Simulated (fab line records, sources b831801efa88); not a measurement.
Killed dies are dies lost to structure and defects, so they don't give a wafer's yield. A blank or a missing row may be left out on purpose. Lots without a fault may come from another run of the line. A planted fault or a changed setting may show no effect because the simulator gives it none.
fab line records | flow sky130
record lots=5 wafers=15 last_day=50
route steps=708 shown METAL3@561 VIA3@573 PAD_OPEN@708
lots that met no fault: from a run of the same line without faults
start_h: hours from the record's first day to the start of the lot's first wafer shown | wait_h: hours since the lot's step before | " the same as in the row above | L1.1+2: a row that stands for several wafers | - no value, or no start given | * or withheld: withheld | < > ~ a bound
route shown NAME@n: a module of which the file shows steps, and the number in the route of the first | usual: mean/standard deviation of fault-free wafers | same: alike in all rows | chamber/n: place in a boat | sites: the reading at each site | _std_site: their standard deviation | _edge_site: outer sites' mean less inner sites' | radius_mm: how far each site lies from the wafer's centre | mask NAME#n: copy n | behind: the tool/chamber that last shaped the wafer | hold: why the lot was held/for how many hours/how that ended | device: the transistor (n, p or np) that didn't switch | end of line: the same wafers' tests at the end of the route | a step without rows: its recipe alone | killed: dies lost to structure and defects at the first sort, not the wafer's yield | map: a wafer's dies, x killed, . not, _ none there
set.NAME: the setting as run; set.NAME@STEP: as run at that earlier step | model.NAME: the simulator's own value behind a step, which no gauge read
lots at some steps of the route; a table a step, a row a wafer
services: from which hour (start_h, from the record's first day; less than 0 if before it) a tool's chamber was out of use, for how many hours, and why
## steps
# step SKY_METAL3_PEB_11
# recipe peb_temp_c=withheld peb_time_s=withheld resist=KrF-thick
# step SKY_METAL3_DEVELOP_12
# recipe develop_time_s=60 resist=KrF-thick dev_temp_c=21
# step SKY_METAL3_CD_MEAS_13
# recipe target_cd_nm=300
# usual cd_nm=300.0/1.6
# columns lot.wafer tool chamber start_h wait_h cd_nm
L179.1 cd_sem-02 - 958.26 - 298.2
L179.4 " - " " 299.6
L179.6 " - " " 298.9
L182.1 cd_sem-02 - 974.03 - 304.0
L182.2 " - " " 301.2
L182.3 " - " " 301.5
L188.1 cd_sem-02 - 1007.38 - 297.4
L188.4 " - " " 296.4
L188.6 " - " " 298.3
L192.1 cd_sem-02 - 1031.99 - 300.4
L192.4 " - " " 299.9
L192.6 " - " " 299.3
L195.2 cd_sem-02 - 1051.16 - 300.3
L195.5 " - " " 299.7
L195.6 " - " " 299.7
# step SKY_METAL3_OVL_MEAS_14
# usual METAL3_OVL=5/5.8
# columns lot.wafer tool chamber start_h wait_h METAL3_OVL[nm]
L179.1 overlay-02 - 958.38 0.1 7
L179.4 " - " " 13
L179.6 " - " " 10
L182.1 overlay-01 - 974.15 0.1 -2
L182.2 " - " " -8
L182.3 " - " " -4
L188.1 overlay-02 - 1007.50 0.1 12
L188.4 " - " " 10
L188.6 " - " " 11
L192.1 overlay-01 - 1032.11 0.1 5
L192.4 " - " " 12
L192.6 " - " " 8
L195.2 overlay-01 - 1051.27 0.1 8
L195.5 " - " " 18
L195.6 " - " " 11
# step SKY_METAL3_DESCUM_15
# recipe chemistry=O2 source_power_w=150 bias_power_w=0 pressure_mtorr=10 temp_c=40 time_s=8
# step SKY_METAL3_ETCH_16
# recipe chemistry=N2/H2 target=BARC ion_energy_ev=200 bias_w=100 pressure_mtorr=30 n2_flow_sccm=100 h2_flow_sccm=200 icp_w=500 stop_on=SiO2 time_s=88.2 target_depth_a=600
# usual drypump_motor_current_A=5.7/0.38 oes_product_au=0.625/0.0045 throttle_valve_pct=13.205/0.0091
# columns lot.wafer tool chamber start_h wait_h drypump_motor_current_A oes_product_au rf_hours_counter_h throttle_valve_pct
L179.1 rie_metal-03 1 958.45 0.0 5.6 0.622 7 13.216
L179.4 " 1 " " 5.6 0.629 - 13.190
L179.6 " 0 " " 5.3 0.624 - 13.212
L182.1 rie_metal-03 1 974.22 0.0 5.6 0.631 8 13.222
L182.2 " 0 " " 5.3 0.623 3 13.197
L182.3 " 1 " " 5.6 0.631 - 13.210
L188.1 rie_metal-01 0 1007.57 0.0 5.6 0.625 13 13.201
L188.4 " 1 " " 6.6 0.621 - 13.191
L188.6 " 1 " " 6.5 0.626 - 13.210
L192.1 rie_metal-02 0 1032.18 0.0 5.9 0.625 16 13.207
L192.4 " 0 " " 5.9 0.619 - 13.212
L192.6 " 0 " " 5.9 0.627 - 13.221
L195.2 rie_metal-02 1 1051.33 0.0 5.6 0.620 7 13.210
L195.5 " 0 " " 5.9 0.628 - 13.186
L195.6 " 1 " " 5.5 0.619 - 13.192
# step SKY_METAL3_ETCH_17
# recipe target=SiO2 stop_on=TiN chemistry=C4F8/O2/Ar source_w=1500 bias_w=1200 pressure_mtorr=40 c4f8_flow_sccm=withheld O2_flow_sccm=6 Ar_flow_sccm=300 time_s=3.9 target_depth_a=150
# usual oes_product_au=0.752/0.0066
# columns lot.wafer tool chamber start_h wait_h oes_product_au
L179.1 rie_diel-01 2 958.55 0.1 0.743
L179.4 " 3 " " 0.760
L179.6 " 3 " " 0.751
L182.1 rie_diel-02 1 974.32 0.1 0.755
L182.2 " 3 " " 0.748
L182.3 " 2 " " 0.747
L188.1 rie_diel-02 3 1007.67 0.1 0.746
L188.4 " 0 " " 0.741
L188.6 " 2 " " 0.748
L192.1 rie_diel-04 0 1032.28 0.1 0.750
L192.4 " 1 " " 0.749
L192.6 " 0 " " 0.755
L195.2 rie_diel-01 2 1051.43 0.1 0.751
L195.5 " 2 " " 0.752
L195.6 " 3 " " 0.762
# step SKY_METAL3_METAL_ETCH_18
# recipe target_depth_a=8450 stop_on=SiO2 over_etch_frac=0.3 time_s=183.1 chemistry=Cl2/BCl3 resist_sidewall_deg=88 pressure_mtorr=10 icp_w=900 bias_w=48.5 Cl2_flow_sccm=60 bcl3_flow_sccm=30
# usual drypump_motor_current_A=5.9/0.42 mfc_cl2_sccm=60.00/0.17 oes_product_au=0.868/0.0065 throttle_valve_pct=22.265/0.0092
# columns lot.wafer tool chamber start_h wait_h drypump_motor_current_A mfc_cl2_sccm oes_product_au rf_hours_counter_h throttle_valve_pct
L179.1 rie_metal-01 0 958.57 0.0 5.6 60.24 0.872 10 22.268
L179.4 " 1 " " 6.5 60.17 0.882 - 22.253
L179.6 " 1 " " 6.6 60.03 0.878 - 22.250
L182.1 rie_metal-01 1 974.34 0.0 6.5 59.98 0.868 16 22.267
L182.2 " 0 " " 5.6 60.29 0.873 11 22.256
L182.3 " 1 " " 6.5 59.79 0.872 - 22.270
L188.1 rie_metal-02 0 1007.69 0.0 5.9 59.93 0.860 15 22.261
L188.4 " 0 " " 5.9 59.85 0.851 - 22.271
L188.6 " 0 " " 5.8 59.85 0.869 - 22.268
L192.1 rie_metal-01 0 1032.29 0.0 5.6 60.18 0.874 15 22.255
L192.4 " 1 " " 6.5 60.29 0.855 - 22.256
L192.6 " 1 " " 6.5 60.28 0.862 - 22.259
L195.2 rie_metal-01 0 1051.45 0.0 5.6 60.08 0.878 15 22.272
L195.5 " 1 " " 6.5 60.00 0.864 - 22.257
L195.6 " 0 " " 5.6 60.01 0.875 - 22.276
# step SKY_METAL3_STRIP_19
# recipe chemistry=O2/N2 power_w=1400 pressure_mtorr=1500 platen_temp_c=withheld o2_flow_sccm=3000 n2_flow_sccm=300 overash_fraction=0.5
# usual drypump_motor_current_A=5.68/0.24 o2_flow_sccm=2999/7.9 oes_product_au=0.498/0.0071 strip_time_to_endpoint_s=6.42/0.12
# columns lot.wafer tool chamber start_h wait_h drypump_motor_current_A o2_flow_sccm oes_product_au rf_hours_counter_h strip_time_to_endpoint_s
L179.1 plasma_asher-02 0 958.74 0.1 5.41 2994 0.486 51 6.22
L179.4 " 1 " " 6.03 2993 0.484 - 6.25
L179.6 " 1 " " 6.05 2995 0.489 - 6.33
L182.1 plasma_asher-04 0 974.51 0.1 5.41 2993 0.497 22 6.38
L182.2 " 1 " " 5.91 3002 0.499 22 6.39
L182.3 " 1 " " 5.91 3010 0.498 - 6.31
L188.1 plasma_asher-01 1 1007.86 0.1 5.69 3006 0.505 82 6.60
L188.4 " 0 " " 5.57 2988 0.505 - 6.52
L188.6 " 0 " " 5.56 2995 0.496 - 6.59
L192.1 plasma_asher-01 1 1032.59 0.2 5.70 3002 0.505 85 6.53
L192.4 " 1 " " 5.69 3003 0.503 - 6.37
L192.6 " 1 " " 5.66 3005 0.498 - 6.49
L195.2 plasma_asher-02 1 1051.62 0.1 6.06 3002 0.498 61 6.52
L195.5 " 1 " " 6.04 2994 0.500 - 6.45
L195.6 " 0 " " 5.41 3012 0.495 - 6.46
# step SKY_METAL3_STRIP_20
# recipe chemistry=post_etch_residue_remover time_s=1200 temp_c=72.5
# step SKY_METAL3_CLEAN_21
# recipe chemistry=IPA time_s=180 temp_c=25
# step SKY_METAL3_CLEAN_22
# recipe chemistry=O3/DIW dry=n2_spin
# step SKY_VIA3_HDPCVD_00
# recipe material=SiO2 target_thk_nm=1635 sigma_open_frac=0.3 time_s=272.5 temp_c=400 sih4_flow_sccm=60 pressure_mtorr=6
# usual run_length_s=300.6/0.5 sih4_flow_sccm=60.02/0.18
# columns lot.wafer tool chamber start_h wait_h run_length_s sih4_flow_sccm model.SiO2_of_VIA3_HDPCVD_00.thk_nm
L179.1 hdpcvd-01 0 959.34 0.0 300.6 60.11 1683
L179.4 " 2 " " 301.1 59.71 1668
L179.6 " 1 " " 300.9 59.88 1643
L182.1 hdpcvd-01 0 975.11 0.0 301.3 60.20 1646
L182.2 " 2 " " 300.7 59.77 1635
L182.3 " 1 " " 300.8 60.18 1637
L188.1 hdpcvd-01 0 1008.46 0.0 300.7 59.94 1645
L188.4 " 0 " " 300.7 60.06 1659
L188.6 " 1 " " 340.4 59.98 1866
L192.1 hdpcvd-02 1 1033.18 0.0 299.8 60.21 1636
L192.4 " 1 " " 299.9 60.13 1641
L192.6 " 2 " " 299.9 60.08 1658
L195.2 hdpcvd-02 2 1052.22 0.0 299.7 59.76 1599
L195.5 " 0 " " 300.1 60.16 1633
L195.6 " 2 " " 299.7 59.93 1643
# step SKY_VIA3_THK_MEAS_01
# recipe reads=SiO2_of_VIA3_HDPCVD_00
# usual VIA3_HDPCVD_THK=1640/19
# columns lot.wafer tool chamber start_h wait_h hold VIA3_HDPCVD_THK[nm]
L179.1 film_metro-02 - 959.50 0.1 - 1686
L179.4 " - " " - 1668
L179.6 " - " " - 1643
L182.1 film_metro-02 - 975.27 0.1 - 1646
L182.2 " - " " - 1635
L182.3 " - " " - 1638
L188.1 film_metro-03 - 1008.63 0.1 await_dispo/0.2h/release 1645
L188.4 " - " " await_dispo/0.2h/release 1660
L188.6 " - " " await_dispo/0.2h/release 1866
L188.1 film_metro-03 - 1008.86 0.2 - 1646
L188.4 " - " " - 1661
L188.6 " - " " - 1868
L192.1 film_metro-04 - 1033.35 0.1 - 1636
L192.4 " - " " - 1640
L192.6 " - " " - 1658
L195.2 film_metro-04 - 1052.40 0.1 - 1598
L195.5 " - " " - 1634
L195.6 " - " " - 1645
# step SKY_VIA3_CMP_02
# recipe material=SiO2 down_force_psi=4 platen_rpm=60 pad_velocity_m_s=0.94248
# usual motor_current_A=11.7/1.1
# columns lot.wafer tool chamber start_h wait_h hold motor_current_A
L179.1 cmp-01 0 959.56 0.1 - 9.9
L179.4 " 1 " " - 11.9
L179.6 " 1 " " - 11.3
L182.2 cmp-01 3 975.33 0.0 - 11.5
L182.1 " 0 " " - 10.5
L182.3 " 2 " " - 11.0
L188.4 cmp-01 0 1016.84 7.9 await_dispo/7.5h/release 10.2
L188.1 " 1 " " await_dispo/7.5h/release 11.0
L188.6 " 2 " " await_dispo/7.5h/release 10.7
L192.1 cmp-01 1 1033.46 0.1 - 11.0
L192.4 " 2 " " - 11.4
L192.6 " 1 " " - 11.4
L195.2 cmp-01 2 1052.83 0.4 - 10.8
L195.5 " 2 " " - 11.5
L195.6 " 3 " " - 11.8
# step SKY_PAD_OPEN_PROBE_99
# usual defect_limited_yield=82.5/1.7 killed_at_M0_to_M3=43/6.1 killed_at_M4_up=3.5/2 killed_at_contacts=25/5.1 killed_at_front_end=14/4.2 killed_at_other=0.3/0.55 killed_dies=86/8.3 killed_open=46/7.2 killed_short=39/6 sort_bin_3_pad_short=0.9/0.42 sort_bin_5_function=10.3/1.4 sort_bin_6_memory=6.3/1.1 sort_n_pass=406/8.3 sort_yield_pct=82.5/1.7
# same gross_dies=492 killed_at_back_side=0 sort_bin_4_leakage[%]=0 sort_bin_8_speed[%]=0
# columns lot.wafer tool chamber start_h wait_h defect_limited_yield[%] killed_at_M0_to_M3 killed_at_M4_up killed_at_contacts killed_at_front_end killed_at_other killed_dies killed_open killed_short sort_bin_3_pad_short[%] sort_bin_5_function[%] sort_bin_6_memory[%] sort_n_pass sort_yield_pct[%]
L179.1 prober-01 - 1123.94 0.1 84.6 41 3 18 14 0 76 31 45 1.2 9.6 4.7 416 84.6
L179.4 prober-01 - 1124.09 0.2 80.1 43 4 31 20 0 98 60 38 1.0 12.0 6.9 394 80.1
L179.6 prober-01 - 1124.19 0.2 84.8 31 4 21 19 0 75 35 40 0.6 9.1 5.5 417 84.8
L182.1 prober-01 - 1135.88 0.1 83.7 31 8 25 16 0 80 43 35 1.4 8.7 6.1 412 83.7
L182.2 prober-01 - 1135.93 0.1 83.5 52 1 21 7 0 81 43 38 1.2 9.3 5.9 411 83.5
L182.3 prober-01 - 1135.98 0.2 84.8 35 10 20 10 0 75 34 40 1.0 9.1 5.1 417 84.8
L188.1 prober-02 - 1162.79 0.1 81.9 36 5 37 11 0 89 49 40 0.8 10.6 6.7 403 81.9
L188.4 prober-02 - 1162.94 0.2 83.9 45 2 23 9 0 79 49 30 0.4 10.2 5.5 413 83.9
L188.6 prober-02 - 1163.04 0.2 80.1 51 2 27 17 1 98 62 36 1.2 10.8 7.9 394 80.1
L195.2 prober-02 - 1195.10 0.1 82.1 49 2 20 17 0 88 52 36 0.8 11.8 5.3 404 82.1
L195.5 prober-02 - 1195.25 0.2 81.3 43 2 24 20 3 92 51 41 0.4 12.8 5.5 400 81.3
L195.6 prober-02 - 1195.30 0.2 81.3 47 2 23 20 0 92 54 38 0.6 11.8 6.3 400 81.3
# killed by level:class
L179.1 CONTACT:geometric_particle:short=9 VIA1:geometric_particle:open=7 METAL2:geometric_particle:short=7 FIELD_ISO:geometric_particle:short=6 VIA3:geometric_particle:short=6 VIA2:geometric_particle:open=6 VIA3:geometric_particle:open=5 LOCAL_INTERCONNECT:geometric_particle:short=4
L179.4 VIA1:geometric_particle:open=12 VIA3:geometric_particle:open=9 CONTACT:geometric_particle:open=8 FIELD_ISO:geometric_particle:open=7 LOCAL_INTERCONNECT:geometric_particle:short=7 VIA2:geometric_particle:open=7 FIELD_ISO:geometric_particle:short=6 LI_CONTACT:geometric_particle:open=6
L179.6 LI_CONTACT:geometric_particle:short=7 VIA3:geometric_particle:open=7 FIELD_ISO:geometric_particle:short=6 METAL2:geometric_particle:short=6 FIELD_ISO:geometric_particle:open=5 LI_CONTACT:geometric_particle:open=5 POLY_GATE:geometric_particle:short=4 LOCAL_INTERCONNECT:geometric_particle:short=4
L182.1 VIA1:geometric_particle:open=9 CONTACT:geometric_particle:open=7 LI_CONTACT:geometric_particle:open=6 POLY_GATE:geometric_particle:open=5 CONTACT:geometric_particle:short=5 METAL4:geometric_particle:short=5 LOCAL_INTERCONNECT:geometric_particle:short=4 METAL1:geometric_particle:short=4
L182.2 CONTACT:geometric_particle:open=9 VIA1:geometric_particle:open=9 VIA3:geometric_particle:open=8 METAL2:geometric_particle:short=7 METAL1:geometric_particle:short=6 VIA1:geometric_particle:short=6 LI_CONTACT:geometric_particle:open=5 VIA3:geometric_particle:short=4
L182.3 LI_CONTACT:geometric_particle:open=11 METAL4:geometric_particle:short=8 VIA1:geometric_particle:short=7 METAL2:geometric_particle:short=6 FIELD_ISO:geometric_particle:open=5 METAL1:geometric_particle:short=4 VIA1:geometric_particle:open=4 FIELD_ISO:geometric_particle:short=3
L188.1 CONTACT:geometric_particle:open=11 VIA1:geometric_particle:open=9 LOCAL_INTERCONNECT:geometric_particle:short=8 CONTACT:geometric_particle:short=8 VIA3:geometric_particle:open=8 LI_CONTACT:geometric_particle:open=6 METAL2:geometric_particle:short=6 VIA2:geometric_particle:open=5
L188.4 VIA1:geometric_particle:open=13 LI_CONTACT:geometric_particle:open=10 VIA3:geometric_particle:open=7 VIA2:geometric_particle:short=4 CONTACT:geometric_particle:short=4 CONTACT:geometric_particle:open=4 METAL1:geometric_particle:short=4 VIA2:geometric_particle:open=4
L188.6 LI_CONTACT:geometric_particle:open=14 VIA3:geometric_particle:open=10 CONTACT:geometric_particle:open=7 METAL2:geometric_particle:short=7 VIA2:geometric_particle:open=7 POLY_GATE:geometric_particle:open=6 VIA1:geometric_particle:open=6 METAL3:geometric_particle:short=6
L195.2 VIA1:geometric_particle:open=12 VIA2:geometric_particle:open=12 VIA3:geometric_particle:open=9 POLY_GATE:geometric_particle:short=6 CONTACT:geometric_particle:short=6 METAL1:geometric_particle:short=6 METAL2:geometric_particle:short=6 CONTACT:geometric_particle:open=5
L195.5 VIA3:geometric_particle:open=12 CONTACT:geometric_particle:open=12 VIA1:geometric_particle:open=10 METAL1:geometric_particle:short=8 POLY_GATE:geometric_particle:short=6 POLY_GATE:geometric_particle:open=6 LI_CONTACT:geometric_particle:open=4 CONTACT:geometric_particle:short=4
L195.6 LI_CONTACT:geometric_particle:open=12 VIA1:geometric_particle:open=12 VIA2:geometric_particle:open=8 CONTACT:geometric_particle:open=7 VIA1:geometric_particle:short=7 METAL1:geometric_particle:short=6 FIELD_ISO:geometric_particle:short=5 POLY_GATE:geometric_particle:open=5
## services
# columns tool chamber start_h hours kind
plasma_asher-02 - 934.73 2.8 pm
hdpcvd-02 - 950.25 15.0 pm
hdpcvd-02 0 950.25 15.0 vent_cycle
hdpcvd-02 1 950.25 15.0 vent_cycle
hdpcvd-02 2 950.25 15.0 vent_cycle
rie_diel-04 - 958.96 0.9 repair
hdpcvd-02 0 965.25 - clean
hdpcvd-02 1 965.25 - clean
hdpcvd-02 2 965.25 - clean
rie_diel-02 0 970.00 3.6 repair
rie_diel-04 3 971.39 16.7 repair
rie_diel-04 1 975.23 2.0 repair
rie_metal-03 - 977.28 0.4 repair
rie_diel-01 1 977.59 - clean
rie_diel-01 1 977.59 20.1 scheduled_down
rie_diel-01 1 977.59 20.1 vent_cycle
rie_diel-04 2 980.70 5.0 repair
cmp-01 - 981.85 2.8 repair
rie_diel-04 1 982.26 9.3 repair
rie_metal-03 - 987.98 0.6 repair
hdpcvd-02 0 1008.75 2.3 repair
rie_diel-01 3 1039.24 3.6 repair
## key
first_sign step=SKY_VIA3_HDPCVD_00 reading=run_length_s direction=up sigmas=79 usual=* struck=*
effect step=SKY_VIA3_THK_MEAS_01 reading=visit direction=added
effect step=SKY_VIA3_THK_MEAS_01 reading=VIA3_HDPCVD_THK direction=up sigmas=12 usual=1640 struck=1866
model_effect step=SKY_VIA3_HDPCVD_00 value=SiO2_of_VIA3_HDPCVD_00.thk_nm without=1628 struck=1866
met_at SKY_VIA3_HDPCVD_00
struck_wafers L188.6
onset_between 975.11 1008.46
fault kind=process_parameter_drift tool=hdpcvd-01 chamber=- onset_h=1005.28 steps=SKY_VIA3_HDPCVD_00 channel=time_s offset=* shape=step end_h=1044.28 scope=struck_wafers_only acts_in=* stated=*
